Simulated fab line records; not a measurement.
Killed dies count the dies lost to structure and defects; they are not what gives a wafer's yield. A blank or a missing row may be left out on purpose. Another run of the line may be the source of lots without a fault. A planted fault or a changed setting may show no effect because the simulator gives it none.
fab line records	flow sky130
[record] lots = 12	wafers = 36	lastDay = 51
route steps=708 shown VIA4@657 METAL5@661 PAD_OPEN@708
lots untouched by any fault: they come from a run of this same line in which no faults occurred
startH: the number of hours between the record's first day and the start of the first shown wafer of the lot	waitH: hours elapsed since this lot's preceding step	" as in the row above	L1.1+2: a single row standing in for several wafers	- no value, or no start given	* or withheld: withheld	< > ~ a bound
route shown NAME@n: names a module that has steps shown in the file, with the first one's number in the route	usual: mean/standard deviation of fault-free wafers	same: alike in all rows	chamber/n: place in a boat	sites: readings site by site	_std_site: the standard deviation of these	_edge_site: the outer-site mean with the inner-site mean subtracted	radiusMm: how far each site lies from the wafer's centre	mask NAME#n: copy n	behind: the last tool/chamber to shape the wafer	hold: why the lot went on hold/how many hours it stayed there/how the hold came to an end	device: the n, p or np transistor that did not switch	end of line: the tests these same wafers got at the end of their route	step lacking rows: just its recipe	killed: the dies lost at the first sort to structure and to defects; this is not the yield of the wafer	map: a wafer's dies, x killed, . not, _ none there
set.NAME: the setting the step ran with; set.NAME@STEP: the setting that earlier step ran with	model.NAME: the simulator's own value behind a step, which no gauge read
a sample of lots followed through the steps of the route, with each step as a table and each wafer as a row
services: when a tool's chamber went out of use (startH, in hours from the record's first day, below 0 if earlier), for how many hours, and the reason
[[steps]]
[step SKY_VIA4_CVD_18]
[recipe] material = W	targetThkNm = 505	timeS = 152.14	tempC = 400	pressureTorr = 40
[usual] heaterPowerW = 776/36
lot.wafer	tool	chamber	startH	waitH	heaterPowerW
L136.1	cvdW-01	0	1007.88	0.0	718
L136.2	"	1	"	"	818
L136.4	"	0	"	"	712
L137.1	cvdW-02	0	1028.00	0.0	745
L137.4	"	1	"	"	815
L137.5	"	1	"	"	806
L138.1	cvdW-01	0	1028.67	0.0	743
L138.2	"	1	"	"	814
L138.4	"	0	"	"	740
L141.1	cvdW-02	0	1045.20	0.0	752
L141.3	"	0	"	"	765
L141.4	"	1	"	"	790
L143.3	cvdW-02	1	1067.71	0.1	799
L143.4	"	0	"	"	772
L143.5	"	0	"	"	739
L145.2	cvdW-02	0	1079.29	0.0	756
L145.3	"	1	"	"	804
L145.4	"	0	"	"	748
L147.1	cvdW-02	0	1088.06	0.0	757
L147.2	"	1	"	"	797
L147.5	"	0	"	"	749
L148.1	cvdW-02	1	1092.99	0.0	812
L148.2	"	0	"	"	771
L148.6	"	0	"	"	759
L152.2	cvdW-01	1	1130.48	0.0	803
L152.4	"	0	"	"	710
L152.5	"	1	"	"	809
L153.1	cvdW-01	0	1141.58	0.0	738
L153.4	"	1	"	"	802
L153.6	"	0	"	"	718
L154.1	cvdW-01	1	1144.73	0.0	806
L154.2	"	0	"	"	727
L154.6	"	0	"	"	711
L159.2	cvdW-02	0	1159.92	0.0	755
L159.4	"	1	"	"	797
L159.5	"	0	"	"	743
[step SKY_METAL5_SPUTTER_00]
[recipe] material = Ti	targetThkNm = 15	powerW = 3000	timeS = 10	chamberPressurePa = 0.4
[usual] throttleValvePct = 30.0/0.99
lot.wafer	tool	chamber	startH	waitH	throttleValvePct
L136.1	pvdSputter-04	-	1008.52	0.2	29.5
L136.2	"	-	"	"	29.6
L136.4	"	-	"	"	30.6
L137.1	pvdSputter-04	-	1028.63	0.1	29.6
L137.4	"	-	"	"	29.6
L137.5	"	-	"	"	30.7
L138.1	pvdSputter-03	-	1029.30	0.2	29.1
L138.2	"	-	"	"	28.6
L138.4	"	-	"	"	31.8
L141.1	pvdSputter-04	-	1045.84	0.1	30.9
L141.3	"	-	"	"	29.5
L141.4	"	-	"	"	29.6
L143.3	pvdSputter-04	-	1068.29	0.2	30.8
L143.4	"	-	"	"	29.5
L143.5	"	-	"	"	29.7
L145.2	pvdSputter-03	-	1079.92	0.2	28.7
L145.3	"	-	"	"	29.2
L145.4	"	-	"	"	31.7
L147.1	pvdSputter-03	-	1088.69	0.2	31.6
L147.2	"	-	"	"	29.0
L147.5	"	-	"	"	29.4
L148.1	pvdSputter-02	-	1093.62	0.2	31.0
L148.2	"	-	"	"	28.4
L148.6	"	-	"	"	30.9
L152.2	pvdSputter-02	-	1131.12	0.2	31.2
L152.4	"	-	"	"	28.8
L152.5	"	-	"	"	31.0
L153.1	pvdSputter-04	-	1142.21	0.1	30.5
L153.4	"	-	"	"	30.5
L153.6	"	-	"	"	29.7
L154.1	pvdSputter-04	-	1145.36	0.1	31.1
L154.2	"	-	"	"	30.7
L154.6	"	-	"	"	29.8
L159.2	pvdSputter-02	-	1160.55	0.2	28.6
L159.4	"	-	"	"	28.6
L159.5	"	-	"	"	29.0
[step SKY_METAL5_SPUTTER_03]
[recipe] material = Ti	targetThkNm = 5	powerW = 3000	timeS = 3.3	chamberPressurePa = 0.4
[usual] throttleValvePct = 30.0/1
lot.wafer	tool	chamber	startH	waitH	throttleValvePct
L136.1	pvdSputter-04	-	1008.62	0.0	29.4
L136.2	"	-	"	"	29.5
L136.4	"	-	"	"	30.4
L137.1	pvdSputter-04	-	1028.73	0.0	29.6
L137.4	"	-	"	"	29.7
L137.5	"	-	"	"	31.1
L138.1	pvdSputter-03	-	1029.40	0.0	29.0
L138.2	"	-	"	"	28.9
L138.4	"	-	"	"	31.6
L141.1	pvdSputter-04	-	1045.94	0.0	30.9
L141.3	"	-	"	"	29.6
L141.4	"	-	"	"	29.3
L143.3	pvdSputter-04	-	1068.39	0.0	31.1
L143.4	"	-	"	"	29.5
L143.5	"	-	"	"	29.5
L145.2	pvdSputter-03	-	1080.02	0.0	28.4
L145.3	"	-	"	"	29.2
L145.4	"	-	"	"	31.6
L147.1	pvdSputter-03	-	1088.79	0.0	31.8
L147.2	"	-	"	"	29.1
L147.5	"	-	"	"	28.8
L148.1	pvdSputter-02	-	1093.72	0.0	30.9
L148.2	"	-	"	"	28.6
L148.6	"	-	"	"	31.2
L152.2	pvdSputter-02	-	1131.22	0.0	31.0
L152.4	"	-	"	"	28.8
L152.5	"	-	"	"	31.2
L153.1	pvdSputter-04	-	1142.31	0.0	30.5
L153.4	"	-	"	"	30.9
L153.6	"	-	"	"	29.4
L154.1	pvdSputter-04	-	1145.46	0.0	30.7
L154.2	"	-	"	"	30.5
L154.6	"	-	"	"	29.7
L159.2	pvdSputter-02	-	1160.65	0.0	28.5
L159.4	"	-	"	"	28.4
L159.5	"	-	"	"	28.7
[step SKY_METAL5_STRIP_16]
[recipe] chemistry = O2/N2	powerW = 1400	pressureMtorr = 1500	platenTempC = withheld	o2FlowSccm = 3000	n2FlowSccm = 300	overashFraction = 0.5
[usual] chamberPressureMTorr = 1500.1/1.6	drypumpMotorCurrentA = 5.4/0.53	oesProductAu = 0.710/0.0041	stripTimeToEndpointS = 13.02/0.11
lot.wafer	tool	chamber	startH	waitH	chamberPressureMTorr	drypumpMotorCurrentA	oesProductAu	rfHoursCounterH	stripTimeToEndpointS
L136.1	plasmaAsher-01	0	1032.29	0.2	1501.0	5.7	0.710	122	12.92
L136.2	"	1	"	"	1499.4	4.8	0.705	122	13.03
L136.4	"	0	"	"	1501.0	5.7	0.708	-	12.91
L137.1	plasmaAsher-01	1	1051.35	0.2	1498.6	4.8	0.705	124	13.12
L137.4	"	0	"	"	1499.9	5.7	0.703	-	13.07
L137.5	"	0	"	"	1499.3	5.7	0.707	-	13.13
L138.1	plasmaAsher-04	0	1051.99	0.2	1500.6	5.2	0.711	61	12.79
L138.2	"	1	"	"	1499.3	4.9	0.715	61	13.00
L138.4	"	0	"	"	1501.3	5.2	0.717	-	12.99
L141.1	plasmaAsher-04	0	1068.05	0.2	1498.1	5.2	0.708	62	13.16
L141.3	"	0	"	"	1498.2	5.2	0.709	-	13.12
L141.4	"	1	"	"	1500.7	4.9	0.706	-	12.98
L143.3	plasmaAsher-01	0	1089.64	0.1	1499.8	5.7	0.707	-	13.14
L143.4	"	1	"	"	1498.2	4.8	0.712	-	13.10
L143.5	"	0	"	"	1498.4	5.7	0.705	-	13.05
L145.2	plasmaAsher-01	0	1101.05	0.2	1499.7	5.7	0.703	4	13.01
L145.3	"	0	"	"	1501.2	5.7	0.707	-	13.15
L145.4	"	1	"	"	1500.3	4.8	0.714	-	13.04
L147.1	plasmaAsher-03	0	1109.78	0.2	1501.9	6.4	0.714	36	13.20
L147.2	"	1	"	"	1500.1	5.8	0.705	36	13.24
L147.5	"	0	"	"	1501.9	6.4	0.711	-	13.10
L148.1	plasmaAsher-03	0	1115.10	0.2	1500.3	6.3	0.711	37	13.02
L148.2	"	1	"	"	1499.3	5.8	0.709	37	12.92
L148.6	"	0	"	"	1497.7	6.3	0.715	-	13.07
L152.2	plasmaAsher-03	0	1150.46	0.2	1502.5	6.3	0.703	40	13.04
L152.4	"	1	"	"	1502.7	5.8	0.716	-	13.08
L152.5	"	1	"	"	1502.9	5.8	0.724	-	13.10
L153.1	plasmaAsher-03	0	1161.39	0.2	-	-	-	-	-
L153.4	"	1	"	"	-	-	-	-	-
L153.6	"	0	"	"	-	-	-	-	-
L154.1	plasmaAsher-04	1	1164.30	0.2	-	-	-	-	-
L154.2	"	0	"	"	-	-	-	-	-
L154.6	"	0	"	"	-	-	-	-	-
L159.2	plasmaAsher-01	1	1178.24	0.2	1499.8	4.9	0.713	11	12.96
L159.4	"	1	"	"	1503.2	4.9	0.710	-	13.28
L159.5	"	0	"	"	1498.8	5.7	0.707	-	13.06
[step SKY_PAD_OPEN_PROBE_99]
[usual] defectLimitedYield = 82.2/2.1	killed_at_M0_to_M3 = 44/7.4	killed_at_M4_up = 3.1/1.8	killedAtContacts = 25/6	killedAtFrontEnd = 15/4.4	killedAtOther = 0.3/0.49	killedDies = 88/10	killedOnRim = 17/3.6	killedOpen = 48/7.4	killedShort = 39/6.3	sort_bin_3_pad_short = 0.9/0.4	sort_bin_5_function = 10.5/1.5	sort_bin_6_memory = 6.5/1.3	sortNPass = 404/10	sortYieldPct = 82.2/2.1
[same] grossDies = 492	killedAtBackSide = 0	sort_bin_4_leakage[%] = 0	sort_bin_8_speed[%] = 0
lot.wafer	tool	chamber	startH	waitH	defectLimitedYield[%]	killed_at_M0_to_M3	killed_at_M4_up	killedAtContacts	killedAtFrontEnd	killedAtOther	killedDies	killedOnRim	killedOpen	killedShort	sort_bin_3_pad_short[%]	sort_bin_5_function[%]	sort_bin_6_memory[%]	sortNPass	sortYieldPct[%]
L136.1	prober-02	-	1078.52	0.1	80.5	41	1	37	17	0	96	23	57	39	0.8	12.8	5.9	396	80.5
L136.2	prober-02	-	1078.57	0.1	83.7	45	1	24	10	0	80	15	52	28	0.8	10.8	4.7	412	83.7
L136.4	prober-02	-	1078.67	0.2	81.7	47	4	21	18	0	90	17	51	39	0.4	11.8	6.1	402	81.7
L137.1	prober-01	-	1097.90	0.1	80.5	45	3	28	20	0	96	21	54	42	0.6	10.0	8.9	396	80.5
L137.4	prober-01	-	1098.05	0.2	80.5	38	5	28	25	0	96	16	53	43	1.0	12.8	5.7	396	80.5
L137.5	prober-01	-	1098.10	0.2	77.8	50	7	32	20	0	109	24	56	53	1.2	11.2	9.8	383	77.8
L138.1	prober-02	-	1098.19	0.1	83.3	49	7	14	12	0	82	11	39	43	1.2	8.9	6.5	410	83.3
L138.2	prober-02	-	1098.24	0.1	83.9	42	2	26	8	1	79	10	43	36	1.2	8.9	5.9	413	83.9
L138.4	prober-02	-	1098.34	0.2	82.3	47	2	22	16	0	87	15	46	41	1.0	11.2	5.5	405	82.3
L141.1	prober-02	-	1113.17	0.1	78.9	61	4	22	17	0	104	22	51	53	1.4	12.2	7.5	388	78.9
L141.3	prober-02	-	1113.27	0.2	81.7	47	4	20	18	1	90	14	45	45	1.2	11.8	5.3	402	81.7
L141.4	prober-02	-	1113.32	0.2	81.7	41	3	32	14	0	90	19	54	36	1.0	12.0	5.3	402	81.7
L143.3	prober-01	-	1134.37	0.2	81.5	26	6	37	21	1	91	17	43	48	1.4	9.6	7.5	401	81.5
L143.4	prober-01	-	1134.42	0.2	84.1	29	2	29	18	0	78	16	51	27	0.8	8.3	6.7	414	84.1
L143.5	prober-01	-	1134.47	0.2	81.1	37	5	32	19	0	93	19	51	42	0	11.2	7.7	399	81.1
L145.2	prober-01	-	1144.31	0.1	82.7	35	1	33	16	0	85	11	47	38	0.8	10.8	5.7	407	82.7
L145.3	prober-01	-	1144.36	0.2	79.1	50	1	33	19	0	103	21	63	40	1.0	11.8	8.1	389	79.1
L145.4	prober-01	-	1144.41	0.2	83.5	32	3	17	29	0	81	14	40	41	1.2	10.2	5.1	411	83.5
L147.1	prober-02	-	1152.61	0.1	84.1	40	1	24	13	0	78	19	42	36	0.6	10.4	4.9	414	84.1
L147.2	prober-02	-	1152.66	0.1	83.3	39	5	30	8	0	82	19	58	24	1.6	10.4	4.7	410	83.3
L147.5	prober-02	-	1152.81	0.2	82.1	39	4	28	17	0	88	18	48	39	0.8	10.2	6.9	404	82.1
L148.1	prober-02	-	1156.21	0.1	80.9	45	7	31	11	0	94	17	50	44	0.2	11.8	7.1	398	80.9
L148.2	prober-02	-	1156.26	0.1	80.9	58	4	27	5	0	94	17	52	42	1.2	11.4	6.5	398	80.9
L148.6	prober-02	-	1156.46	0.2	81.7	43	7	31	9	0	90	14	45	45	1.2	10.4	6.7	402	81.7
L152.2	prober-02	-	1188.93	0.1	81.3	46	5	25	15	1	92	22	44	48	0.4	11.0	7.3	400	81.3
L152.4	prober-02	-	1189.03	0.2	83.1	43	4	23	13	0	83	23	48	35	0.6	11.0	5.3	409	83.1
L152.5	prober-02	-	1189.08	0.2	80.7	53	1	30	11	0	95	20	58	37	1.0	10.6	7.7	397	80.7
L153.1	prober-01	-	1199.16	0.1	79.1	47	2	30	24	0	103	20	60	43	0.6	12.8	7.5	389	79.1
L153.4	prober-01	-	1199.31	0.2	85.6	38	4	14	15	0	71	14	33	38	0.4	10.4	3.7	421	85.6
L153.6	prober-01	-	1199.41	0.2	79.9	42	4	33	20	0	99	17	56	42	1.4	12.0	6.7	393	79.9
L154.1	prober-02	-	1202.13	0.1	79.5	56	6	18	21	0	101	20	52	47	0.6	10.2	9.8	391	79.5
L154.2	prober-02	-	1202.18	0.1	81.9	40	0	38	11	0	89	17	57	32	0.8	9.3	7.9	403	81.9
L154.6	prober-02	-	1202.38	0.2	82.7	37	2	31	15	0	85	24	47	38	1.0	10.8	5.5	407	82.7
L159.2	prober-01	-	1214.10	0.1	82.7	36	2	27	20	0	85	18	43	42	1.4	11.4	4.5	407	82.7
L159.4	prober-01	-	1214.20	0.2	83.7	38	2	25	15	0	80	19	40	40	0.8	9.8	5.7	412	83.7
L159.5	prober-01	-	1214.25	0.2	78.5	47	2	41	16	0	106	22	72	34	0.8	12.4	8.3	386	78.5
// killed by level:class
L136.1 CONTACT:geometricParticle:open=14 VIA1:geometricParticle:open=12 METAL1:geometricParticle:short=8 FIELD_ISO:geometricParticle:short=7 VIA3:geometricParticle:open=7 LI_CONTACT:geometricParticle:open=6 LOCAL_INTERCONNECT:geometricParticle:short=6 FIELD_ISO:geometricParticle:open=4
L136.2 VIA1:geometricParticle:open=12 VIA3:geometricParticle:open=10 LI_CONTACT:geometricParticle:open=8 CONTACT:geometricParticle:open=8 METAL2:geometricParticle:short=8 VIA2:geometricParticle:open=6 CONTACT:geometricParticle:short=4 FIELD_ISO:geometricParticle:open=3
L136.4 VIA1:geometricParticle:open=10 CONTACT:geometricParticle:open=9 VIA2:geometricParticle:open=7 LI_CONTACT:geometricParticle:open=7 VIA3:geometricParticle:open=7 METAL2:geometricParticle:short=6 METAL1:geometricParticle:short=5 FIELD_ISO:geometricParticle:open=4
L137.1 POLY_GATE:geometricParticle:open=10 LI_CONTACT:geometricParticle:open=9 VIA1:geometricParticle:open=9 METAL2:geometricParticle:short=8 CONTACT:geometricParticle:open=8 VIA2:geometricParticle:open=7 LOCAL_INTERCONNECT:geometricParticle:short=6 VIA2:geometricParticle:short=6
L137.4 VIA1:geometricParticle:open=10 LOCAL_INTERCONNECT:geometricParticle:short=9 VIA3:geometricParticle:open=9 FIELD_ISO:geometricParticle:open=8 FIELD_ISO:geometricParticle:short=7 CONTACT:geometricParticle:open=6 CONTACT:geometricParticle:short=5 VIA2:geometricParticle:short=5
L137.5 CONTACT:geometricParticle:short=11 VIA1:geometricParticle:open=11 FIELD_ISO:geometricParticle:open=7 CONTACT:geometricParticle:open=7 VIA2:geometricParticle:open=7 VIA3:geometricParticle:open=7 LOCAL_INTERCONNECT:geometricParticle:short=6 VIA1:geometricParticle:short=5
L138.1 VIA1:geometricParticle:open=11 METAL2:geometricParticle:short=9 LI_CONTACT:geometricParticle:open=7 VIA2:geometricParticle:short=6 METAL4:geometricParticle:short=6 VIA2:geometricParticle:open=5 VIA3:geometricParticle:open=5 POLY_GATE:geometricParticle:short=4
L138.2 VIA2:geometricParticle:open=9 VIA1:geometricParticle:open=8 LI_CONTACT:geometricParticle:open=7 CONTACT:geometricParticle:open=7 METAL1:geometricParticle:short=6 LI_CONTACT:geometricParticle:short=5 LOCAL_INTERCONNECT:geometricParticle:short=4 VIA1:geometricParticle:short=4
L138.4 VIA2:geometricParticle:short=8 LI_CONTACT:geometricParticle:open=7 VIA1:geometricParticle:open=7 CONTACT:geometricParticle:open=6 METAL1:geometricParticle:short=6 VIA2:geometricParticle:open=6 VIA3:geometricParticle:open=6 POLY_GATE:geometricParticle:short=5
L141.1 VIA2:geometricParticle:open=11 LI_CONTACT:geometricParticle:open=9 METAL1:geometricParticle:short=8 VIA1:geometricParticle:open=8 VIA3:geometricParticle:open=8 VIA1:geometricParticle:short=6 METAL2:geometricParticle:short=6 POLY_GATE:geometricParticle:short=5
L141.3 VIA1:geometricParticle:open=10 VIA2:geometricParticle:open=9 POLY_GATE:geometricParticle:open=7 METAL2:geometricParticle:short=7 FIELD_ISO:geometricParticle:short=6 CONTACT:geometricParticle:open=6 VIA1:geometricParticle:short=5 LI_CONTACT:geometricParticle:open=4
L141.4 CONTACT:geometricParticle:open=15 LI_CONTACT:geometricParticle:open=12 VIA3:geometricParticle:open=8 VIA1:geometricParticle:open=7 FIELD_ISO:geometricParticle:short=6 VIA1:geometricParticle:short=5 METAL1:geometricParticle:open=4 POLY_GATE:geometricParticle:short=3
L143.3 LI_CONTACT:geometricParticle:open=10 LOCAL_INTERCONNECT:geometricParticle:short=9 CONTACT:geometricParticle:short=8 FIELD_ISO:geometricParticle:open=7 CONTACT:geometricParticle:open=7 METAL4:geometricParticle:short=6 VIA1:geometricParticle:open=5 FIELD_ISO:geometricParticle:short=4
L143.4 CONTACT:geometricParticle:open=14 POLY_GATE:geometricParticle:open=7 LI_CONTACT:geometricParticle:open=7 FIELD_ISO:geometricParticle:open=6 METAL1:geometricParticle:short=6 VIA1:geometricParticle:open=6 VIA2:geometricParticle:open=5 CONTACT:geometricParticle:short=4
L143.5 LI_CONTACT:geometricParticle:open=13 VIA1:geometricParticle:open=12 VIA1:geometricParticle:short=11 CONTACT:geometricParticle:open=9 POLY_GATE:geometricParticle:open=6 POLY_GATE:geometricParticle:short=6 LI_CONTACT:geometricParticle:short=4 LOCAL_INTERCONNECT:geometricParticle:short=4
L145.2 CONTACT:geometricParticle:open=13 LOCAL_INTERCONNECT:geometricParticle:short=11 VIA1:geometricParticle:open=7 FIELD_ISO:geometricParticle:open=6 VIA3:geometricParticle:open=6 METAL3:geometricParticle:short=6 VIA2:geometricParticle:open=5 FIELD_ISO:geometricParticle:short=4
L145.3 LI_CONTACT:geometricParticle:open=11 CONTACT:geometricParticle:open=10 VIA1:geometricParticle:open=10 VIA2:geometricParticle:open=9 VIA3:geometricParticle:open=6 FIELD_ISO:geometricParticle:short=5 METAL2:geometricParticle:short=5 FIELD_ISO:geometricParticle:open=4
L145.4 FIELD_ISO:geometricParticle:short=11 FIELD_ISO:geometricParticle:open=9 VIA1:geometricParticle:open=7 CONTACT:geometricParticle:open=6 VIA2:geometricParticle:short=5 VIA3:geometricParticle:open=5 POLY_GATE:geometricParticle:short=4 LI_CONTACT:geometricParticle:open=4
L147.1 LI_CONTACT:geometricParticle:open=9 METAL2:geometricParticle:short=9 VIA1:geometricParticle:open=9 CONTACT:geometricParticle:open=6 VIA2:geometricParticle:open=5 CONTACT:geometricParticle:short=4 VIA1:geometricParticle:short=4 VIA3:geometricParticle:open=4
L147.2 VIA1:geometricParticle:open=16 CONTACT:geometricParticle:open=15 LI_CONTACT:geometricParticle:open=9 VIA3:geometricParticle:open=6 CONTACT:geometricParticle:short=4 METAL2:geometricParticle:short=4 METAL1:geometricParticle:short=3 VIA1:geometricParticle:short=3
L147.5 VIA1:geometricParticle:open=18 LOCAL_INTERCONNECT:geometricParticle:short=9 FIELD_ISO:geometricParticle:open=7 CONTACT:geometricParticle:open=7 VIA1:geometricParticle:short=6 LI_CONTACT:geometricParticle:open=5 METAL2:geometricParticle:short=4 POLY_GATE:geometricParticle:short=3
L148.1 LI_CONTACT:geometricParticle:open=9 VIA1:geometricParticle:open=8 CONTACT:geometricParticle:open=8 METAL1:geometricParticle:short=7 VIA3:geometricParticle:open=7 METAL4:geometricParticle:short=6 CONTACT:geometricParticle:short=6 VIA1:geometricParticle:short=6
L148.2 CONTACT:geometricParticle:open=13 VIA3:geometricParticle:open=11 VIA1:geometricParticle:open=10 VIA3:geometricParticle:short=9 METAL1:geometricParticle:short=7 LI_CONTACT:geometricParticle:open=6 VIA2:geometricParticle:open=6 LOCAL_INTERCONNECT:geometricParticle:short=5
L148.6 VIA1:geometricParticle:open=10 METAL1:geometricParticle:short=9 LI_CONTACT:geometricParticle:open=8 CONTACT:geometricParticle:open=8 CONTACT:geometricParticle:short=6 VIA1:geometricParticle:short=6 METAL4:geometricParticle:short=6 LI_CONTACT:geometricParticle:short=5
L152.2 CONTACT:geometricParticle:open=8 LI_CONTACT:geometricParticle:open=8 VIA1:geometricParticle:open=7 METAL2:geometricParticle:short=7 VIA2:geometricParticle:short=6 VIA3:geometricParticle:open=6 VIA2:geometricParticle:open=6 METAL1:geometricParticle:short=5
L152.4 CONTACT:geometricParticle:open=13 VIA3:geometricParticle:open=9 VIA2:geometricParticle:open=9 METAL2:geometricParticle:short=8 LOCAL_INTERCONNECT:geometricParticle:short=5 VIA1:geometricParticle:open=4 VIA1:geometricParticle:short=4 METAL4:geometricParticle:short=4
L152.5 VIA1:geometricParticle:open=15 CONTACT:geometricParticle:open=12 METAL2:geometricParticle:short=7 VIA3:geometricParticle:open=7 LOCAL_INTERCONNECT:geometricParticle:short=6 LI_CONTACT:geometricParticle:open=6 METAL1:geometricParticle:short=5 VIA2:geometricParticle:open=5
L153.1 VIA1:geometricParticle:open=13 LI_CONTACT:geometricParticle:open=11 CONTACT:geometricParticle:open=9 POLY_GATE:geometricParticle:short=8 POLY_GATE:geometricParticle:open=7 FIELD_ISO:geometricParticle:open=6 METAL3:geometricParticle:short=6 VIA3:geometricParticle:open=6
L153.4 VIA3:geometricParticle:open=9 VIA1:geometricParticle:open=7 POLY_GATE:geometricParticle:short=6 CONTACT:geometricParticle:open=6 METAL4:geometricParticle:short=4 VIA1:geometricParticle:short=4 METAL3:geometricParticle:short=4 FIELD_ISO:geometricParticle:short=3
L153.6 CONTACT:geometricParticle:open=12 VIA1:geometricParticle:open=12 LI_CONTACT:geometricParticle:open=9 METAL2:geometricParticle:short=7 FIELD_ISO:geometricParticle:open=6 VIA3:geometricParticle:open=5 CONTACT:geometricParticle:short=5 METAL1:geometricParticle:short=5
L154.1 VIA1:geometricParticle:open=10 VIA2:geometricParticle:open=10 FIELD_ISO:geometricParticle:short=7 FIELD_ISO:geometricParticle:open=7 CONTACT:geometricParticle:open=7 VIA1:geometricParticle:short=7 CONTACT:geometricParticle:short=6 METAL1:geometricParticle:short=5
L154.2 LI_CONTACT:geometricParticle:open=14 CONTACT:geometricParticle:open=9 VIA2:geometricParticle:open=9 VIA1:geometricParticle:open=9 CONTACT:geometricParticle:short=7 VIA3:geometricParticle:open=7 METAL1:geometricParticle:short=7 POLY_GATE:geometricParticle:open=4
L154.6 CONTACT:geometricParticle:open=10 VIA2:geometricParticle:open=9 CONTACT:geometricParticle:short=8 LI_CONTACT:geometricParticle:open=7 VIA3:geometricParticle:open=7 METAL2:geometricParticle:short=5 VIA1:geometricParticle:open=5 POLY_GATE:geometricParticle:short=4
L159.2 CONTACT:geometricParticle:open=13 LI_CONTACT:geometricParticle:open=9 FIELD_ISO:geometricParticle:short=7 METAL1:geometricParticle:short=7 METAL3:geometricParticle:short=7 METAL2:geometricParticle:short=6 POLY_GATE:geometricParticle:short=5 VIA2:geometricParticle:open=5
L159.4 VIA1:geometricParticle:open=11 CONTACT:geometricParticle:open=9 CONTACT:geometricParticle:short=7 VIA2:geometricParticle:open=6 POLY_GATE:geometricParticle:short=5 METAL1:geometricParticle:short=5 VIA1:geometricParticle:short=5 LI_CONTACT:geometricParticle:short=4
L159.5 CONTACT:geometricParticle:open=19 LI_CONTACT:geometricParticle:open=13 VIA1:geometricParticle:open=12 VIA2:geometricParticle:open=7 VIA3:geometricParticle:open=6 FIELD_ISO:geometricParticle:open=4 CONTACT:geometricParticle:short=4 VIA1:geometricParticle:short=4
[[services]]
tool	chamber	startH	hours	kind
pvdSputter-02	-	987.41	4.3	repair
pvdSputter-03	-	1019.39	1.4	repair
plasmaAsher-01	-	1055.25	9.0	pm
plasmaAsher-01	0	1055.25	9.0	ventCycle
plasmaAsher-01	1	1055.25	9.0	ventCycle
pvdSputter-03	-	1056.67	3.3	repair
plasmaAsher-01	0	1064.25	-	clean
plasmaAsher-01	1	1064.25	-	clean
plasmaAsher-04	-	1071.79	4.3	pm
cvdW-01	-	1082.22	2.8	pm
cvdW-01	0	1085.39	18.1	repair
cvdW-01	-	1105.39	0.5	repair
[[key]]
[firstSign] step = SKY_METAL5_STRIP_16	reading = toolRecord	direction = missing
effect none on later readings
metAt SKY_METAL5_STRIP_16
struckLots L153,L154
notActingAt SKY_VIA4_CVD_18,SKY_METAL5_SPUTTER_00,SKY_METAL5_SPUTTER_03
onsetBetween 1150.46 1161.39
[fault] kind = skippedStepWhole	tool = plasmaAsher-03,plasmaAsher-04	chamber = -	onsetH = 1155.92	steps = SKY_METAL5_STRIP_16	scope = struckLotsOnly
